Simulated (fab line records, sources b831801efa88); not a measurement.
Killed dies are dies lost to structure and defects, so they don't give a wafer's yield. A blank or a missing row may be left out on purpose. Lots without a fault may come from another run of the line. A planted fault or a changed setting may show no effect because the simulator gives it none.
fab line records | flow sky130
record lots=12 wafers=35 last_day=50
route steps=708 shown POLY_CUT@316 LI_CONTACT@364 VIA1@459 METAL4@632
lots that met no fault: from a run of the same line without faults
start_h: hours from the record's first day to the start of the lot's first wafer shown | wait_h: hours since the lot's step before | " the same as in the row above | L1.1+2: a row that stands for several wafers | - no value, or no start given | * or withheld: withheld | < > ~ a bound
route shown NAME@n: a module of which the file shows steps, and the number in the route of the first | usual: mean/standard deviation of fault-free wafers | same: alike in all rows | chamber/n: place in a boat | sites: the reading at each site | _std_site: their standard deviation | _edge_site: outer sites' mean less inner sites' | radius_mm: how far each site lies from the wafer's centre | mask NAME#n: copy n | behind: the tool/chamber that last shaped the wafer | hold: why the lot was held/for how many hours/how that ended | device: the transistor (n, p or np) that didn't switch | end of line: the same wafers' tests at the end of the route | a step without rows: its recipe alone | killed: dies lost to structure and defects at the first sort, not the wafer's yield | map: a wafer's dies, x killed, . not, _ none there
set.NAME: the setting as run; set.NAME@STEP: as run at that earlier step | model.NAME: the simulator's own value behind a step, which no gauge read
steps of the route over a sample of lots; a table a step, a row a wafer
services: from which hour (start_h, from the record's first day; less than 0 if before it) a tool's chamber was out of use, for how many hours, and why
## steps
# step SKY_POLY_CUT_OVL_MEAS_09
# usual POLY_CUT_OVL=1/5.6
# columns lot.wafer tool chamber start_h wait_h POLY_CUT_OVL[nm]
L535.1 overlay-01 - 548.08 0.1 -5
L535.4 " - " " 0
L535.5 " - " " -6
L536.2 overlay-01 - 566.73 0.1 1
L536.3 " - " " -2
L536.4 " - " " 2
L538.4 overlay-01 - 589.96 0.1 -10
L538.5 " - " " 1
L538.6 " - " " -2
L539.1 overlay-02 - 594.09 0.1 -5
L539.2 " - " " -4
L539.5 " - " " -5
L541.4 overlay-02 - 617.47 0.1 -1
L541.6 " - " " 2
L542.2 overlay-02 - 624.48 0.1 -2
L542.5 " - " " -14
L542.6 " - " " 3
L551.4 overlay-01 - 702.76 0.1 5
L551.5 " - " " 4
L551.6 " - " " 7
L552.1 overlay-02 - 707.05 0.1 -1
L552.5 " - " " 7
L552.6 " - " " 11
L553.2 overlay-02 - 708.61 0.1 6
L553.4 " - " " 2
L553.5 " - " " 2
L554.1 overlay-01 - 735.95 0.1 7
L554.2 " - " " 0
L554.6 " - " " -1
L556.2 overlay-01 - 739.13 0.1 7
L556.5 " - " " -7
L556.6 " - " " 11
L558.2 overlay-02 - 753.86 0.1 11
L558.4 " - " " 9
L558.5 " - " " 8
# step SKY_LI_CONTACT_CMP_02
# recipe material=PSG down_force_psi=4 platen_rpm=60 pad_velocity_m_s=0.94248
# usual motor_current_A=11.0/1.2 retaining_ring_pressure_frac=1.000/0.0049 time_to_endpoint_s=32.6/2.3
# columns lot.wafer tool chamber start_h wait_h motor_current_A retaining_ring_pressure_frac time_to_endpoint_s
L535.4 cmp-01 2 636.36 0.1 10.0 1.003 34.6
L535.1 " 3 " " 12.4 0.991 37.2
L535.5 " 2 " " 9.6 0.993 33.4
L536.4 cmp-01 2 655.68 0.1 10.2 1.001 30.5
L536.2 " 3 " " 12.2 0.999 33.2
L536.3 " 0 " " 11.3 1.000 32.8
L538.4 cmp-01 1 678.16 0.1 10.9 1.000 32.7
L538.6 " 3 " " 12.1 1.004 37.2
L538.5 " 0 " " 11.4 0.993 36.6
L539.2 cmp-01 1 681.40 0.0 11.0 0.997 35.3
L539.1 " 2 " " 9.5 1.005 33.8
L539.5 " 1 " " 10.8 1.001 34.5
L541.4 cmp-01 3 704.18 0.0 12.6 0.995 41.2
L541.6 " 0 " " 11.4 1.000 31.3
L542.2 cmp-01 0 709.61 0.1 11.8 0.998 44.1
L542.5 " 2 " " 9.7 0.996 35.0
L542.6 " 3 " " 11.0 1.000 33.0
L551.4 cmp-01 2 785.15 0.1 10.0 1.003 32.7
L551.5 " 0 " " 11.5 0.999 33.1
L551.6 " 1 " " 10.5 1.000 30.6
L552.1 cmp-01 0 789.32 0.3 11.5 1.004 33.8
L552.5 " 0 " " 11.8 1.012 33.2
L552.6 " 1 " " 11.0 1.002 29.3
L553.4 cmp-01 0 792.76 0.0 11.5 0.990 34.4
L553.2 " 3 " " 12.2 0.997 32.4
L553.5 " 0 " " 11.1 0.999 35.8
L554.1 cmp-02 3 818.35 0.1 11.3 1.011 30.6
L554.2 " 0 " " 12.8 0.999 31.4
L554.6 " 1 " " 11.8 0.998 30.8
L556.2 cmp-02 2 822.07 0.0 8.8 0.997 29.5
L556.6 " 2 " " 8.8 1.001 32.7
L556.5 " 3 " " 11.1 1.000 30.0
L558.2 cmp-02 0 835.76 0.0 12.3 0.998 32.3
L558.4 " 1 " " 12.2 0.998 32.1
L558.5 " 0 " " 12.3 1.001 31.7
# step SKY_LI_CONTACT_ETCH_15
# recipe target=PSG chemistry=C4F8/O2/Ar stop_on=Si taper_deg=4.15 mask_material=KrF-thick source_w=1500 bias_w=1200 pressure_mtorr=40 c4f8_flow_sccm=withheld O2_flow_sccm=6 Ar_flow_sccm=300 time_s=withheld target_depth_a=6000
# usual oes_product_au=0.837/0.0044
# columns lot.wafer tool chamber start_h wait_h oes_product_au
L535.1 rie_diel-01 3 665.33 0.0 0.836
L535.4 " 1 " " 0.836
L535.5 " 1 " " 0.837
L536.2 rie_diel-02 0 684.28 0.0 0.834
L536.3 " 2 " " 0.849
L536.4 " 3 " " 0.847
L538.4 rie_diel-02 3 705.70 0.0 0.836
L538.5 " 2 " " 0.835
L538.6 " 0 " " 0.845
L539.1 rie_diel-02 2 708.45 0.0 0.829
L539.2 " 0 " " 0.841
L539.5 " 0 " " 0.835
L541.4 rie_diel-01 2 731.53 0.0 0.763
L541.6 " 1 " " 0.835
L542.2 rie_diel-03 0 737.53 0.0 0.756
L542.5 " 0 " " 0.843
L542.6 " 3 " " 0.829
L551.4 rie_diel-03 3 811.10 0.0 0.838
L551.5 " 1 " " 0.839
L551.6 " 0 " " 0.841
L552.1 rie_diel-03 1 816.82 0.0 0.835
L552.5 " 1 " " 0.841
L552.6 " 0 " " 0.838
L553.2 rie_diel-01 2 819.98 0.0 0.828
L553.4 " 0 " " 0.840
L553.5 " 1 " " 0.843
L554.1 rie_diel-02 2 844.72 0.0 0.835
L554.2 " 0 " " 0.836
L554.6 " 0 " " 0.830
L556.2 rie_diel-01 1 848.60 0.0 0.841
L556.5 " 1 " " 0.833
L556.6 " 2 " " 0.827
L558.2 rie_diel-01 2 862.57 0.0 0.833
L558.4 " 1 " " 0.832
L558.5 " 2 " " 0.844
# step SKY_VIA1_THK_MEAS_01
# recipe reads=SiO2_of_VIA1_HDPCVD_00
# usual VIA1_HDPCVD_THK=1031/11
# columns lot.wafer tool chamber start_h wait_h VIA1_HDPCVD_THK[nm]
L535.1 film_metro-01 - 753.59 0.1 1041
L535.4 " - " " 1013
L535.5 " - " " 1028
L536.2 film_metro-01 - 771.76 0.1 1029
L536.3 " - " " 1027
L536.4 " - " " 1031
L538.4 film_metro-04 - 792.38 0.0 1015
L538.5 " - " " 1026
L538.6 " - " " 1026
L539.1 film_metro-02 - 795.69 0.1 1030
L539.2 " - " " 1037
L539.5 " - " " 1037
L541.4 film_metro-01 - 816.96 0.0 1046
L541.6 " - " " 1046
L542.2 film_metro-02 - 824.25 0.1 1033
L542.5 " - " " 1039
L542.6 " - " " 1034
L551.4 film_metro-04 - 893.47 0.0 1017
L551.5 " - " " 1016
L551.6 " - " " 1023
L552.1 film_metro-01 - 900.18 0.1 1019
L552.5 " - " " 1007
L552.6 " - " " 1026
L553.2 film_metro-01 - 903.77 0.1 1034
L553.4 " - " " 1031
L553.5 " - " " 1029
L554.1 film_metro-01 - 927.45 0.1 1013
L554.2 " - " " 1029
L554.6 " - " " 1027
L556.2 film_metro-01 - 930.45 0.1 1024
L556.5 " - " " 1023
L556.6 " - " " 1022
L558.2 film_metro-04 - 942.23 0.1 1040
L558.4 " - " " 1036
L558.5 " - " " 1039
# step SKY_METAL4_ETCH_16
# recipe chemistry=N2/H2 target=BARC ion_energy_ev=200 bias_w=100 pressure_mtorr=30 n2_flow_sccm=100 h2_flow_sccm=200 icp_w=500 stop_on=SiO2 time_s=88.2 target_depth_a=600
# usual drypump_motor_current_A=5.8/0.56 oes_product_au=0.625/0.0046 throttle_valve_pct=13.206/0.0085
# columns lot.wafer tool chamber start_h wait_h drypump_motor_current_A oes_product_au rf_hours_counter_h throttle_valve_pct
L535.1 rie_metal-02 1 967.21 0.0 6.4 0.618 15 13.206
L535.4 " 1 " " 6.3 0.624 - 13.197
L535.5 " 0 " " 5.9 0.620 - 13.212
L536.2 rie_metal-03 1 983.86 0.0 5.1 0.624 9 13.211
L536.3 " 0 " " 5.0 0.622 - 13.213
L536.4 " 1 " " 5.1 0.634 - 13.208
L538.4 rie_metal-01 0 1003.23 0.0 6.3 0.627 - 13.205
L538.5 " 1 " " 6.3 0.623 - 13.201
L538.6 " 0 " " 6.3 0.622 - 13.202
L539.1 rie_metal-01 1 1005.06 0.0 6.3 0.629 1 13.197
L539.2 " 0 " " 6.3 0.624 22 13.205
L539.5 " 1 " " 6.3 0.626 - 13.218
L541.4 rie_metal-03 1 1025.21 0.0 5.1 0.627 - 13.222
L541.6 " 0 " " 5.0 0.629 - 13.196
L542.2 rie_metal-02 1 1030.25 0.0 6.3 0.633 19 13.200
L542.5 " 1 " " 6.3 0.633 - 13.202
L542.6 " 0 " " 5.9 0.627 - 13.194
L551.4 rie_metal-03 1 1088.28 0.0 5.1 0.628 - 13.207
L551.5 " 0 " " 5.0 0.630 - 13.186
L551.6 " 1 " " 5.1 0.638 - 13.220
L552.1 rie_metal-03 0 1092.52 0.0 5.0 0.628 16 13.202
L552.5 " 0 " " 4.9 0.624 - 13.197
L552.6 " 1 " " 5.1 0.627 - 13.204
L553.2 rie_metal-01 0 1096.05 0.0 6.3 0.624 28 13.208
L553.4 " 1 " " 6.3 0.622 - 13.222
L553.5 " 1 " " 6.3 0.620 - 13.211
L554.1 rie_metal-02 1 1117.06 0.0 6.3 0.640 27 13.210
L554.2 " 0 " " 5.9 0.623 4 13.183
L554.6 " 0 " " 5.9 0.627 - 13.210
L556.2 rie_metal-02 1 1120.92 0.0 6.3 0.623 27 13.206
L556.5 " 1 " " 6.3 0.620 - 13.207
L556.6 " 0 " " 5.9 0.627 - 13.205
L558.2 rie_metal-02 0 1127.28 0.0 5.9 0.614 4 13.210
L558.4 " 1 " " 6.3 0.623 - 13.194
L558.5 " 0 " " 5.9 0.613 - 13.207
## services
# columns tool chamber start_h hours kind
rie_diel-02 3 636.34 4.9 repair
rie_diel-02 1 659.57 6.2 repair
rie_diel-02 0 663.10 20.9 repair
rie_diel-02 1 677.84 18.0 repair
rie_metal-02 - 700.93 0.1 repair
cmp-01 - 702.33 0.9 repair
cmp-01 - 710.76 6.4 repair
rie_diel-01 0 712.86 9.8 repair
rie_diel-01 - 749.33 14.6 pm
rie_diel-02 3 804.66 1.8 repair
cmp-01 - 912.00 4.0 pm
rie_diel-01 2 932.44 14.3 repair
rie_diel-01 3 940.84 6.3 repair
rie_metal-02 - 956.76 1.4 pm
rie_metal-02 0 969.84 10.9 repair
rie_diel-01 1 978.05 4.4 repair
rie_diel-01 0 999.86 12.3 repair
rie_diel-01 2 1007.87 2.7 repair
rie_diel-01 1 1017.56 2.5 repair
cmp-01 - 1026.79 11.4 pm
cmp-01 - 1085.39 0.7 repair
cmp-01 - 1099.86 3.3 repair
cmp-01 - 1111.17 1.8 repair
rie_diel-01 0 1115.00 4.3 repair
## key
first_sign step=SKY_LI_CONTACT_CMP_02 reading=time_to_endpoint_s direction=up sigmas=4.4 usual=* struck=*
effect step=SKY_LI_CONTACT_ETCH_15 reading=oes_product_au direction=down sigmas=18 usual=0.837 struck=0.759
met_at SKY_LI_CONTACT_CMP_02
struck_lots L541,L542
struck_wafers L541.4,L542.2
tester_left_out L541,L542
not_acting_at SKY_POLY_CUT_OVL_MEAS_09,SKY_VIA1_THK_MEAS_01,SKY_METAL4_ETCH_16
onset_between 681.40 704.18
fault kind=process_parameter_drift tool=cmp-01 chamber=- onset_h=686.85 steps=SKY_LI_CONTACT_CMP_02 channel=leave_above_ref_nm offset=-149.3 shape=step end_h=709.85 scope=struck_wafers_only acts_in=these_recipes_only stated=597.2
# tester_left_out: of these lots the tester's yield and bins aren't shown, on N5 and GAA mostly nor the transistor test; their killed dies are dies lost to structure and defects alone, not to doping, threshold or leakage, so they don't give the yield
